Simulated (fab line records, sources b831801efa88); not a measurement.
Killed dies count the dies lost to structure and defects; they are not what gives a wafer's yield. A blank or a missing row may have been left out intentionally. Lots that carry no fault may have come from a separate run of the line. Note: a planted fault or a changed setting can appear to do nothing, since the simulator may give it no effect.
fab line records    flow gf180mcu
record lots=24  wafers=72  last-day=34
route steps=602 shown M4@471 V4@498 MIM@506 V5@544 TOP_METAL@584
lots that met no fault: taken from a fault-free run of the same line
start-h: start of the lot's first displayed wafer, in hours after the record's first day    wait-h: hours since the lot's step before    " the same as in the row above    L1.1+2: a row that stands for several wafers    - value missing, or start not given    * or withheld: withheld    < > ~ a bound
route shown NAME@n: a module of which the file shows steps, and the number in the route of the first    usual: mean/standard deviation taken from wafers without a fault    same: alike in all rows    chamber/n: place in a boat    sites: each site's reading    _std_site: how widely they spread, as a standard deviation    _edge_site: mean of outer sites minus mean of inner sites    radius-mm: how far each site lies from the wafer's centre    mask NAME#n: copy n    behind: the tool/chamber that last shaped the wafer    hold: what put the lot on hold/how long, in hours/how the hold closed    device: transistor that didn't switch, given as n, p or np    end of line: tests run on the same wafers once the route is complete    a step without rows: its recipe alone    killed: the dies lost at the first sort to structure and to defects; this is not the yield of the wafer    map: a wafer's dies, marking killed ones x, the rest . and places with no die _
set.NAME: the setting the step ran with; set.NAME@STEP: the setting that earlier step ran with    model.NAME: the simulator's own value behind a step, which no gauge read
route steps across a sampled set of lots; one table per step, one row per wafer
services: when a tool's chamber went out of use (start-h, in hours from the record's first day, below 0 if earlier), for how many hours, and the reason
## steps
# step GF_M4_OVL_MEAS_15
# usual M4_OVL=1/4.5
lot.wafer  tool        chamber  start-h  wait-h  M4_OVL[nm]
L074.2     overlay-02  -        526.66   0.1     3
L074.3     "           -        "        "       -1
L074.4     "           -        "        "       6
L075.2     overlay-01  -        537.78   0.1     6
L075.3     "           -        "        "       3
L075.5     "           -        "        "       1
L076.2     overlay-01  -        573.36   0.1     -3
L076.5     "           -        "        "       1
L076.6     "           -        "        "       -5
L077.1     overlay-02  -        576.65   0.1     -1
L077.4     "           -        "        "       5
L077.6     "           -        "        "       0
L079.1     overlay-01  -        577.52   0.1     2
L079.4     "           -        "        "       1
L079.6     "           -        "        "       9
L078.1     overlay-02  -        579.01   0.1     0
L078.4     "           -        "        "       1
L078.6     "           -        "        "       -2
L080.1     overlay-01  -        586.17   0.1     -3
L080.4     "           -        "        "       -1
L080.6     "           -        "        "       -7
L081.3     overlay-01  -        599.44   0.1     2
L081.4     "           -        "        "       -5
L081.5     "           -        "        "       -3
L082.1     overlay-02  -        603.67   0.1     1
L082.2     "           -        "        "       4
L082.3     "           -        "        "       -1
L083.1     overlay-01  -        616.72   0.1     -1
L083.2     "           -        "        "       2
L083.3     "           -        "        "       -6
L084.1     overlay-01  -        626.46   0.1     5
L084.5     "           -        "        "       8
L084.6     "           -        "        "       2
L085.1     overlay-01  -        632.20   0.1     2
L085.3     "           -        "        "       3
L085.4     "           -        "        "       9
L086.2     overlay-02  -        632.81   0.1     -2
L086.4     "           -        "        "       -4
L086.5     "           -        "        "       -4
L087.2     overlay-01  -        641.86   0.1     -7
L087.3     "           -        "        "       -1
L087.6     "           -        "        "       -10
L088.1     overlay-02  -        655.10   0.1     -3
L088.2     "           -        "        "       0
L088.5     "           -        "        "       -4
L089.2     overlay-02  -        658.16   0.1     11
L089.3     "           -        "        "       6
L089.5     "           -        "        "       3
L090.1     overlay-02  -        666.71   0.1     3
L090.2     "           -        "        "       6
L090.3     "           -        "        "       0
L091.2     overlay-02  -        669.78   0.1     -1
L091.3     "           -        "        "       -4
L091.4     "           -        "        "       -3
L092.1     overlay-02  -        678.20   0.1     -1
L092.2     "           -        "        "       -1
L092.4     "           -        "        "       5
L093.4     overlay-02  -        684.02   0.1     -1
L093.5     "           -        "        "       4
L093.6     "           -        "        "       2
L094.2     overlay-01  -        690.88   0.1     0
L094.4     "           -        "        "       -4
L094.6     "           -        "        "       -5
L095.1     overlay-02  -        694.77   0.1     6
L095.3     "           -        "        "       12
L095.6     "           -        "        "       3
L096.1     overlay-02  -        702.46   0.1     2
L096.2     "           -        "        "       -2
L096.5     "           -        "        "       -6
L097.1     overlay-01  -        710.05   0.1     7
L097.2     "           -        "        "       4
L097.6     "           -        "        "       5
# step GF_V4_SPUTTER_22
# recipe material=TiN  target-thk-nm=10  chamber-pressure-pa=5  power-w=4000  time-s=40
# usual throttle-valve-pct=30.2/0.75
lot.wafer  tool            chamber  start-h  wait-h  throttle-valve-pct
L074.2     pvd-sputter-02  -        551.87   0.0     29.4
L074.3     "               -        "        "       30.5
L074.4     "               -        "        "       29.4
L075.2     pvd-sputter-04  -        562.76   0.0     30.5
L075.3     "               -        "        "       29.3
L075.5     "               -        "        "       29.7
L076.2     pvd-sputter-02  -        596.88   0.0     29.5
L076.5     "               -        "        "       29.7
L076.6     "               -        "        "       29.6
L077.1     pvd-sputter-03  -        600.68   0.0     30.2
L077.4     "               -        "        "       31.2
L077.6     "               -        "        "       31.1
L079.1     pvd-sputter-03  -        601.47   0.0     30.9
L079.4     "               -        "        "       30.4
L079.6     "               -        "        "       30.6
L078.1     pvd-sputter-03  -        603.31   0.0     29.8
L078.4     "               -        "        "       31.1
L078.6     "               -        "        "       31.1
L080.1     pvd-sputter-03  -        609.71   0.0     30.6
L080.4     "               -        "        "       31.4
L080.6     "               -        "        "       30.4
L081.3     pvd-sputter-04  -        622.23   0.0     30.1
L081.4     "               -        "        "       29.5
L081.5     "               -        "        "       29.7
L082.1     pvd-sputter-02  -        626.78   0.0     30.7
L082.2     "               -        "        "       29.6
L082.3     "               -        "        "       29.9
L083.1     pvd-sputter-03  -        639.40   0.0     30.6
L083.2     "               -        "        "       30.8
L083.3     "               -        "        "       30.2
L084.1     pvd-sputter-03  -        648.52   0.0     30.9
L084.5     "               -        "        "       30.1
L084.6     "               -        "        "       31.1
L085.1     pvd-sputter-03  -        654.43   0.0     31.3
L085.3     "               -        "        "       31.1
L085.4     "               -        "        "       30.7
L086.2     pvd-sputter-04  -        655.10   0.0     29.6
L086.4     "               -        "        "       29.5
L086.5     "               -        "        "       29.9
L087.2     pvd-sputter-03  -        663.72   0.0     30.6
L087.3     "               -        "        "       30.2
L087.6     "               -        "        "       31.2
L088.1     pvd-sputter-02  -        675.37   0.0     28.3
L088.2     "               -        "        "       29.4
L088.5     "               -        "        "       28.8
L089.2     pvd-sputter-04  -        679.47   0.0     30.4
L089.3     "               -        "        "       29.9
L089.5     "               -        "        "       29.8
L090.1     pvd-sputter-03  -        688.19   0.0     30.3
L090.2     "               -        "        "       31.0
L090.3     "               -        "        "       30.6
L091.2     pvd-sputter-03  -        690.54   0.0     30.0
L091.3     "               -        "        "       30.4
L091.4     "               -        "        "       31.3
L092.1     pvd-sputter-03  -        698.82   0.0     30.0
L092.2     "               -        "        "       30.4
L092.4     "               -        "        "       31.2
L093.4     pvd-sputter-02  -        705.53   0.0     28.5
L093.5     "               -        "        "       29.8
L093.6     "               -        "        "       28.7
L094.2     pvd-sputter-02  -        711.75   0.0     28.9
L094.4     "               -        "        "       29.5
L094.6     "               -        "        "       30.9
L095.1     pvd-sputter-04  -        715.95   0.0     30.1
L095.3     "               -        "        "       29.1
L095.6     "               -        "        "       29.2
L096.1     pvd-sputter-04  -        722.64   0.0     29.6
L096.2     "               -        "        "       30.1
L096.5     "               -        "        "       29.5
L097.1     pvd-sputter-02  -        730.41   0.0     28.8
L097.2     "               -        "        "       30.7
L097.6     "               -        "        "       29.7
# step GF_V4_RS_MEAS_24
# recipe thk-meas-gauge=four-point-probe  reads=W_of_V4_CVD_23+TiN_of_V4_SPUTTER_22+Ti_of_V4_SPUTTER_21
# usual V4_W_RS=0.331/0.0047
lot.wafer  tool           chamber  start-h  wait-h  V4_W_RS[ohm/sq]
L074.2     film-metro-01  -        552.04   0.1     0.328
L074.3     "              -        "        "       0.334
L074.4     "              -        "        "       0.330
L075.2     film-metro-03  -        562.93   0.1     0.328
L075.3     "              -        "        "       0.331
L075.5     "              -        "        "       0.333
L076.2     film-metro-01  -        597.05   0.1     0.326
L076.5     "              -        "        "       0.325
L076.6     "              -        "        "       0.322
L077.1     film-metro-04  -        600.83   0.1     0.332
L077.4     "              -        "        "       0.331
L077.6     "              -        "        "       0.334
L079.1     film-metro-03  -        601.62   0.1     0.337
L079.4     "              -        "        "       0.334
L079.6     "              -        "        "       0.331
L078.1     film-metro-03  -        603.46   0.1     0.333
L078.4     "              -        "        "       0.329
L078.6     "              -        "        "       0.329
L080.1     film-metro-04  -        609.86   0.1     0.331
L080.4     "              -        "        "       0.326
L080.6     "              -        "        "       0.331
L081.3     film-metro-04  -        622.42   0.1     0.332
L081.4     "              -        "        "       0.327
L081.5     "              -        "        "       0.327
L082.1     film-metro-03  -        626.93   0.1     0.320
L082.2     "              -        "        "       0.327
L082.3     "              -        "        "       0.324
L083.1     film-metro-03  -        639.55   0.1     0.336
L083.2     "              -        "        "       0.335
L083.3     "              -        "        "       0.335
L084.1     film-metro-01  -        648.68   0.1     0.327
L084.5     "              -        "        "       0.328
L084.6     "              -        "        "       0.323
L085.1     film-metro-01  -        654.58   0.1     0.340
L085.3     "              -        "        "       0.335
L085.4     "              -        "        "       0.334
L086.2     film-metro-04  -        655.28   0.1     0.329
L086.4     "              -        "        "       0.326
L086.5     "              -        "        "       0.326
L087.2     film-metro-01  -        663.89   0.1     0.337
L087.3     "              -        "        "       0.334
L087.6     "              -        "        "       0.338
L088.1     film-metro-01  -        675.63   0.2     0.331
L088.2     "              -        "        "       0.332
L088.5     "              -        "        "       0.333
L089.2     film-metro-03  -        679.64   0.1     0.332
L089.3     "              -        "        "       0.334
L089.5     "              -        "        "       0.332
L090.1     film-metro-03  -        688.34   0.1     0.328
L090.2     "              -        "        "       0.334
L090.3     "              -        "        "       0.335
L091.2     film-metro-03  -        690.72   0.1     0.331
L091.3     "              -        "        "       0.331
L091.4     "              -        "        "       0.338
L092.1     film-metro-01  -        698.97   0.1     0.332
L092.2     "              -        "        "       0.329
L092.4     "              -        "        "       0.332
L093.4     film-metro-04  -        705.74   0.1     0.331
L093.5     "              -        "        "       0.337
L093.6     "              -        "        "       0.331
L094.2     film-metro-03  -        711.93   0.1     0.337
L094.4     "              -        "        "       0.335
L094.6     "              -        "        "       0.332
L095.1     film-metro-03  -        716.11   0.1     0.334
L095.3     "              -        "        "       0.328
L095.6     "              -        "        "       0.332
L096.1     film-metro-01  -        722.79   0.1     0.330
L096.2     "              -        "        "       0.335
L096.5     "              -        "        "       0.329
L097.1     film-metro-01  -        730.56   0.1     0.343
L097.2     "              -        "        "       0.338
L097.6     "              -        "        "       0.335
# step GF_MIM_SPUTTER_03
# recipe material=Ti  target-thk-nm=10  substrate-temp-c=300  chamber-pressure-pa=0.3  power-w=3000  time-s=6.7
# usual substrate-temp-c=299.96/0.19  throttle-valve-pct=30.1/0.59
lot.wafer  tool            chamber  start-h  wait-h  substrate-temp-c  throttle-valve-pct
L074.2     pvd-sputter-03  -        552.66   0.0     300.22            31.2
L074.3     "               -        "        "       300.29            30.4
L074.4     "               -        "        "       299.95            30.2
L075.2     pvd-sputter-03  -        563.55   0.0     299.71            30.2
L075.3     "               -        "        "       299.68            31.3
L075.5     "               -        "        "       299.61            31.2
L076.2     pvd-sputter-03  -        597.67   0.0     300.15            30.1
L076.5     "               -        "        "       300.41            30.4
L076.6     "               -        "        "       300.00            30.9
L077.1     pvd-sputter-04  -        601.47   0.0     300.21            30.4
L077.4     "               -        "        "       299.74            29.8
L077.6     "               -        "        "       299.68            29.7
L079.1     pvd-sputter-04  -        602.26   0.0     300.24            29.2
L079.4     "               -        "        "       299.62            30.4
L079.6     "               -        "        "       300.07            30.3
L078.1     pvd-sputter-01  -        604.10   0.0     299.97            29.6
L078.4     "               -        "        "       300.03            29.6
L078.6     "               -        "        "       299.86            29.5
L080.1     pvd-sputter-04  -        610.50   0.0     299.70            29.4
L080.4     "               -        "        "       299.79            30.2
L080.6     "               -        "        "       299.75            29.4
L081.3     pvd-sputter-04  -        623.02   0.0     299.97            30.4
L081.4     "               -        "        "       300.15            30.0
L081.5     "               -        "        "       300.18            30.3
L082.1     pvd-sputter-03  -        627.57   0.0     299.82            31.1
L082.2     "               -        "        "       299.89            30.4
L082.3     "               -        "        "       299.89            30.6
L083.1     pvd-sputter-04  -        640.58   0.0     299.72            29.8
L083.2     "               -        "        "       299.92            29.5
L083.3     "               -        "        "       299.83            30.3
L084.1     pvd-sputter-04  -        649.32   0.0     299.92            29.4
L084.5     "               -        "        "       299.86            29.3
L084.6     "               -        "        "       300.19            29.9
L085.1     pvd-sputter-01  -        655.22   0.0     300.17            30.2
L085.3     "               -        "        "       299.64            29.5
L085.4     "               -        "        "       300.02            29.9
L086.2     pvd-sputter-04  -        655.90   0.0     300.16            30.3
L086.4     "               -        "        "       299.77            29.7
L086.5     "               -        "        "       299.77            29.9
L087.2     pvd-sputter-04  -        664.51   0.0     300.24            29.3
L087.3     "               -        "        "       300.33            29.8
L087.6     "               -        "        "       299.95            30.3
L088.1     pvd-sputter-04  -        676.27   0.0     300.03            29.6
L088.2     "               -        "        "       299.74            30.4
L088.5     "               -        "        "       299.94            29.5
L089.2     pvd-sputter-03  -        680.26   0.0     300.04            30.9
L089.3     "               -        "        "       300.01            30.2
L089.5     "               -        "        "       300.11            30.9
L090.1     pvd-sputter-03  -        688.98   0.0     299.87            30.3
L090.2     "               -        "        "       299.99            31.3
L090.3     "               -        "        "       300.11            31.1
L091.2     pvd-sputter-04  -        691.34   0.0     299.93            29.7
L091.3     "               -        "        "       299.91            30.5
L091.4     "               -        "        "       299.95            29.7
L092.1     pvd-sputter-03  -        699.61   0.0     299.96            30.5
L092.2     "               -        "        "       300.35            30.9
L092.4     "               -        "        "       300.06            30.2
L093.4     pvd-sputter-01  -        706.32   0.0     299.87            29.8
L093.5     "               -        "        "       300.06            29.7
L093.6     "               -        "        "       299.93            30.0
L094.2     pvd-sputter-04  -        712.55   0.0     300.35            29.8
L094.4     "               -        "        "       300.19            30.3
L094.6     "               -        "        "       299.62            30.1
L095.1     pvd-sputter-03  -        716.75   0.0     299.91            30.3
L095.3     "               -        "        "       299.90            30.9
L095.6     "               -        "        "       299.84            31.1
L096.1     pvd-sputter-04  -        723.43   0.0     300.03            29.4
L096.2     "               -        "        "       300.26            29.5
L096.5     "               -        "        "       299.75            29.4
L097.1     pvd-sputter-04  -        731.20   0.0     299.79            29.3
L097.2     "               -        "        "       299.98            29.8
L097.6     "               -        "        "       300.12            29.8
# step GF_V5_CMP_04
# recipe material=SiO2  down-force-psi=4  platen-rpm=60  pad-velocity-m-s=0.94248
# usual motor-current-A=11.1/1.1
lot.wafer  tool    chamber  start-h  wait-h  motor-current-A
L074.3     cmp-01  3        597.76   0.0     9.7
L074.4     "       1        "        "       9.4
L074.2     "       2        "        "       11.1
L075.3     cmp-01  1        607.51   0.0     10.1
L075.2     "       0        "        "       11.6
L075.5     "       2        "        "       11.0
L076.2     cmp-01  1        639.67   0.2     10.1
L076.6     "       2        "        "       10.7
L076.5     "       3        "        "       9.7
L077.1     cmp-01  0        643.57   0.1     11.8
L077.4     "       1        "        "       10.1
L077.6     "       3        "        "       9.7
L079.4     cmp-01  2        644.28   0.0     11.4
L079.1     "       3        "        "       9.8
L079.6     "       3        "        "       10.3
L078.1     cmp-01  1        646.32   0.1     9.4
L078.4     "       2        "        "       11.5
L078.6     "       3        "        "       9.4
L080.1     cmp-01  1        650.93   0.1     9.7
L080.4     "       3        "        "       10.2
L080.6     "       1        "        "       9.3
L081.4     cmp-02  3        664.73   0.1     12.2
L081.3     "       0        "        "       12.8
L081.5     "       3        "        "       12.4
L082.2     cmp-02  0        668.15   0.1     12.4
L082.1     "       1        "        "       10.1
L082.3     "       2        "        "       12.2
L083.2     cmp-02  3        681.07   0.1     12.3
L083.1     "       0        "        "       12.1
L083.3     "       1        "        "       10.3
L084.1     cmp-02  0        689.80   0.1     11.7
L084.5     "       3        "        "       12.5
L084.6     "       0        "        "       12.0
L085.3     cmp-02  2        694.03   0.0     11.5
L085.4     "       3        "        "       11.7
L085.1     "       0        "        "       12.5
L086.2     cmp-02  2        694.73   0.1     11.4
L086.4     "       0        "        "       12.6
L086.5     "       1        "        "       9.9
L087.3     cmp-01  3        703.79   0.1     9.5
L087.2     "       0        "        "       11.7
L087.6     "       1        "        "       10.3
L088.2     cmp-01  0        715.00   0.0     12.3
L088.1     "       3        "        "       9.8
L088.5     "       1        "        "       9.7
L089.3     cmp-02  1        719.03   0.1     10.0
L089.2     "       2        "        "       11.5
L089.5     "       3        "        "       12.3
L090.1     cmp-01  0        727.08   0.1     11.6
L090.2     "       1        "        "       9.8
L090.3     "       3        "        "       10.0
L091.3     cmp-02  3        729.70   0.1     12.2
L091.4     "       0        "        "       12.4
L091.2     "       1        "        "       9.3
L092.2     cmp-02  1        737.40   0.0     10.1
L092.4     "       2        "        "       11.7
L092.1     "       0        "        "       11.9
L093.4     cmp-01  2        743.39   0.1     11.4
L093.6     "       1        "        "       9.7
L093.5     "       2        "        "       11.0
L094.2     cmp-01  2        749.45   0.2     11.3
L094.4     "       0        "        "       11.8
L094.6     "       2        "        "       10.8
L095.3     cmp-02  0        752.82   0.1     13.0
L095.1     "       2        "        "       11.9
L095.6     "       3        "        "       12.0
L096.2     cmp-02  0        758.75   0.1     12.0
L096.1     "       1        "        "       10.0
L096.5     "       3        "        "       12.3
L097.2     cmp-01  2        766.46   0.1     11.4
L097.1     "       0        "        "       11.8
L097.6     "       3        "        "       9.5
# step GF_TOP_METAL_STRIP_17
# recipe chemistry=O2/N2  power-w=1400  pressure-mtorr=1500  platen-temp-c=250  o2-flow-sccm=3000  n2-flow-sccm=300  overash-fraction=0.5
# usual drypump-motor-current-A=5.7/0.42  heater-power-w=338/42  oes-product-au=0.711/0.0047  strip-time-to-endpoint-s=13.50/0.15
lot.wafer  tool             chamber  start-h  wait-h  drypump-motor-current-A  heater-power-w  oes-product-au  rf-hours-counter-h  strip-time-to-endpoint-s
L074.2     plasma-asher-02  0        639.88   0.2     5.3                      389             0.710           59                  13.22
L074.3     "                0        "        "       5.3                      393             0.712           -                   13.18
L074.4     "                1        "        "       5.6                      297             0.706           -                   13.28
L075.2     plasma-asher-02  1        649.09   0.2     5.6                      304             0.709           60                  13.52
L075.3     "                1        "        "       5.7                      296             0.718           -                   13.51
L075.5     "                0        "        "       5.3                      386             0.711           -                   13.50
L076.2     plasma-asher-02  0        680.03   0.1     5.3                      388             0.710           63                  13.23
L076.5     "                0        "        "       5.3                      395             0.707           -                   13.40
L076.6     "                1        "        "       5.7                      295             0.713           -                   13.20
L077.1     plasma-asher-03  0        684.18   0.1     5.5                      300             0.708           27                  13.47
L077.4     "                1        "        "       5.5                      345             0.709           -                   13.25
L077.6     "                0        "        "       5.5                      307             0.705           -                   13.49
L079.1     plasma-asher-02  1        685.07   0.1     5.6                      307             0.717           64                  13.41
L079.4     "                1        "        "       5.6                      299             0.723           -                   13.51
L079.6     "                0        "        "       5.3                      401             0.716           -                   13.20
L078.1     plasma-asher-04  1        686.72   0.1     5.5                      280             0.709           108                 13.36
L078.4     "                0        "        "       6.6                      391             0.713           -                   13.60
L078.6     "                1        "        "       5.5                      289             0.707           -                   13.41
L080.1     plasma-asher-02  0        691.96   0.1     5.3                      403             0.710           65                  13.25
L080.4     "                1        "        "       5.6                      304             0.714           -                   13.28
L080.6     "                0        "        "       5.3                      402             0.710           -                   13.53
L081.3     plasma-asher-02  1        704.36   0.1     5.6                      297             0.708           -                   13.66
L081.4     "                0        "        "       5.3                      395             0.701           -                   13.48
L081.5     "                0        "        "       5.3                      394             0.714           -                   13.50
L082.1     plasma-asher-03  1        709.26   0.2     5.5                      344             0.704           29                  13.64
L082.2     "                0        "        "       5.5                      304             0.719           29                  13.39
L082.3     "                0        "        "       5.5                      299             0.718           -                   13.60
L083.1     plasma-asher-04  0        720.24   0.3     6.6                      392             0.702           112                 13.58
L083.2     "                1        "        "       5.5                      294             0.706           112                 13.59
L083.3     "                0        "        "       6.6                      397             0.710           -                   13.51
L084.1     plasma-asher-04  0        729.63   0.3     6.6                      392             0.717           113                 13.36
L084.5     "                1        "        "       5.5                      290             0.714           -                   13.36
L084.6     "                0        "        "       6.6                      385             0.705           -                   13.38
L085.1     plasma-asher-03  0        732.34   0.3     5.5                      293             0.710           32                  13.44
L085.3     "                1        "        "       5.5                      338             0.704           -                   13.36
L085.4     "                0        "        "       5.5                      303             0.707           -                   13.34
L086.2     plasma-asher-02  0        733.07   0.1     5.3                      385             0.711           69                  13.51
L086.4     "                0        "        "       5.3                      403             0.707           -                   13.60
L086.5     "                1        "        "       5.6                      300             0.708           -                   13.71
L087.2     plasma-asher-02  0        741.43   0.1     5.3                      401             0.707           70                  13.54
L087.3     "                1        "        "       5.6                      300             0.710           -                   13.56
L087.6     "                1        "        "       5.6                      296             0.711           -                   13.60
L088.1     plasma-asher-03  0        752.36   0.1     5.5                      299             0.704           34                  13.63
L088.2     "                1        "        "       5.5                      337             0.707           34                  13.75
L088.5     "                1        "        "       5.5                      343             0.717           -                   13.74
L089.2     plasma-asher-03  0        756.42   0.1     5.5                      293             0.713           35                  13.44
L089.3     "                0        "        "       5.5                      300             0.709           -                   13.56
L089.5     "                0        "        "       5.5                      304             0.716           -                   13.61
L090.1     plasma-asher-03  0        761.97   0.1     5.5                      300             0.715           35                  13.39
L090.2     "                1        "        "       5.5                      350             0.706           35                  13.75
L090.3     "                1        "        "       5.5                      345             0.710           -                   13.45
L091.2     plasma-asher-04  1        766.26   0.1     5.5                      304             0.712           2                   13.67
L091.3     "                1        "        "       5.5                      303             0.719           -                   13.37
L091.4     "                0        "        "       6.6                      380             0.708           -                   13.57
L092.1     plasma-asher-04  0        773.15   0.1     6.6                      393             0.708           3                   13.76
L092.2     "                1        "        "       5.5                      306             0.706           3                   13.51
L092.4     "                0        "        "       6.6                      383             0.711           -                   13.68
L093.4     plasma-asher-03  1        778.54   0.1     5.5                      340             0.711           -                   13.67
L093.5     "                1        "        "       5.5                      348             0.714           -                   13.75
L093.6     "                0        "        "       5.5                      303             0.709           -                   13.54
L094.2     plasma-asher-04  0        784.72   0.1     6.6                      389             0.706           5                   13.53
L094.4     "                0        "        "       6.6                      383             0.712           -                   13.54
L094.6     "                0        "        "       6.6                      395             0.711           -                   13.46
L095.1     plasma-asher-03  1        786.88   0.1     5.5                      340             0.709           38                  13.71
L095.3     "                1        "        "       5.5                      342             0.714           -                   13.56
L095.6     "                1        "        "       5.5                      343             0.710           -                   13.80
L096.1     plasma-asher-04  1        792.13   0.1     5.5                      304             0.711           6                   13.58
L096.2     "                0        "        "       6.6                      394             0.713           6                   13.50
L096.5     "                1        "        "       5.5                      304             0.713           -                   13.51
L097.1     plasma-asher-04  0        799.40   0.1     6.6                      386             0.709           7                   13.77
L097.2     "                1        "        "       5.6                      303             0.708           7                   13.51
L097.6     "                1        "        "       5.5                      301             0.705           -                   13.58
## services
tool             chamber  start-h  hours  kind
plasma-asher-04  -        547.50   13.7   repair
plasma-asher-03  -        565.17   0.3    repair
cmp-02           -        570.45   2.2    repair
cmp-02           -        572.69   4.0    pm
cmp-01           -        585.91   2.3    repair
pvd-sputter-04   -        593.23   0.8    repair
pvd-sputter-02   -        601.38   4.2    repair
cmp-02           -        639.46   4.5    pm
plasma-asher-04  -        639.79   2.8    pm
cmp-02           -        644.33   0.7    repair
pvd-sputter-02   -        647.08   1.9    repair
pvd-sputter-04   -        650.40   0.8    repair
cmp-02           -        652.85   0.4    repair
pvd-sputter-01   -        667.28   1.5    repair
pvd-sputter-04   -        697.68   1.8    repair
plasma-asher-04  -        733.75   9.0    pm
cmp-01           -        744.18   4.0    pm
cmp-01           -        753.09   5.2    pm
cmp-01           -        759.79   3.2    pm
pvd-sputter-03   -        769.91   5.2    repair
pvd-sputter-04   -        774.43   3.2    repair
plasma-asher-02  -        777.51   21.1   repair
cmp-02           -        787.95   2.6    repair
plasma-asher-02  -        798.65   2.8    pm
## key
fault none
